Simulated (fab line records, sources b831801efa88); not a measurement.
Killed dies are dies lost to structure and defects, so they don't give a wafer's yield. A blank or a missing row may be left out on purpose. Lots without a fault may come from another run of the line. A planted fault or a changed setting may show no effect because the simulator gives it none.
Which tool did it? | flow sky130 | 12 lots, 36 wafers sampled, at 2 steps of a route of 708

WHAT THE GAUGES READ, wafer by wafer
SKY_LOCAL_INTERCONNECT_CD_MEAS_11: target cd 170 nm. Usual: cd_nm 170.2 nm, standard deviation 1.6.
lot  | measured     | on        | cd_nm (nm)        | flag
L446 | day 30 11:53 | cd_sem-02 | 170.5 171.0 170.0 |
L448 | day 31 10:44 | cd_sem-01 | 168.4 168.3 169.1 |
L449 | day 32 03:31 | cd_sem-01 | 170.3 169.8 170.4 |
L451 | day 32 03:56 | cd_sem-01 | 171.6 170.0 170.6 |
L450 | day 32 04:56 | cd_sem-02 | 169.6 172.0 169.8 |
L460 | day 35 19:49 | cd_sem-02 | 168.8 169.1 169.3 |
L461 | day 36 13:22 | cd_sem-02 | 170.7 169.6 169.9 |
L463 | day 36 14:08 | cd_sem-02 | 170.8 172.1 172.9 |
L464 | day 36 16:04 | cd_sem-01 | 170.9 171.5 171.7 |
L465 | day 36 21:07 | cd_sem-02 | 171.1 169.8 170.2 |
L467 | day 37 13:25 | cd_sem-02 | 170.6 168.8 169.4 |
L468 | day 37 19:11 | cd_sem-01 | 170.4 170.3 169.4 |

WHICH TOOL RAN EACH LOT (tool, then ch and the chambers of the sampled wafers, then the start)
lot  | SKY_LI_CONTACT_SPUTTER_20
L446 | pvd_sputter-01, day 29 06:08
L448 | pvd_sputter-01, day 30 06:08
L449 | pvd_sputter-03, day 30 22:54
L451 | pvd_sputter-02, day 30 23:02
L450 | pvd_sputter-03, day 31 00:28
L460 | pvd_sputter-02, day 34 16:15
L461 | pvd_sputter-02, day 35 10:01
L463 | pvd_sputter-01, day 35 11:15
L464 | pvd_sputter-02, day 35 13:01
L465 | pvd_sputter-01, day 35 18:11
L467 | pvd_sputter-02, day 36 10:43
L468 | pvd_sputter-02, day 36 15:52
- SKY_LI_CONTACT_SPUTTER_20: material TiN, target thk 20 nm, time 80 s.

WHAT THE TOOLS THEMSELVES READ (means of the sampled wafers that have a number; where no wafer has one, the mark that the record gives instead)
SKY_LI_CONTACT_SPUTTER_20. Usual: cathode_dc_power_W 4000.1 W, standard deviation 0.73; throttle_valve_pct 30.5 %, standard deviation 0.77.
lot  | tool           | cathode_dc_power_W (W) | throttle_valve_pct (%) | flag
L446 | pvd_sputter-01 | 4000.6                 | 30.2                   |
L448 | pvd_sputter-01 | 4000.6                 | 30.6                   |
L449 | pvd_sputter-03 | 4000.4                 | 29.9                   |
L451 | pvd_sputter-02 | 3999.4                 | 30.3                   |
L450 | pvd_sputter-03 | 3999.4                 | 31.0                   |
L460 | pvd_sputter-02 | 4000.5                 | 30.6                   |
L461 | pvd_sputter-02 | 4000.1                 | 30.4                   |
L463 | pvd_sputter-01 | 4000.2                 | 30.9                   |
L464 | pvd_sputter-02 | 3999.9                 | 30.5                   |
L465 | pvd_sputter-01 | 3999.6                 | 30.6                   |
L467 | pvd_sputter-02 | 4000.1                 | 31.4                   |
L468 | pvd_sputter-02 | 4000.1                 | 30.3                   |

THE ANSWER, worked out from the rows above alone
Rule: a lot is off if the mean of its wafers that have a number lies more than 3 standard deviations from the usual mean. A lot without any number at a reading at which 4 lots or more have one is off too. The other lots that the step has rows for count as sound. The gauges are gone through in route order, then the tools' own readings, and for those a lot's mean is taken as printed above. The first step at which some lot is off is used, and at that step the reading that is off furthest; a lot without a number counts as furthest.
No lot is off at any reading shown: from this, nothing can be told.

WHAT THE SIMULATOR HAD PUT IN
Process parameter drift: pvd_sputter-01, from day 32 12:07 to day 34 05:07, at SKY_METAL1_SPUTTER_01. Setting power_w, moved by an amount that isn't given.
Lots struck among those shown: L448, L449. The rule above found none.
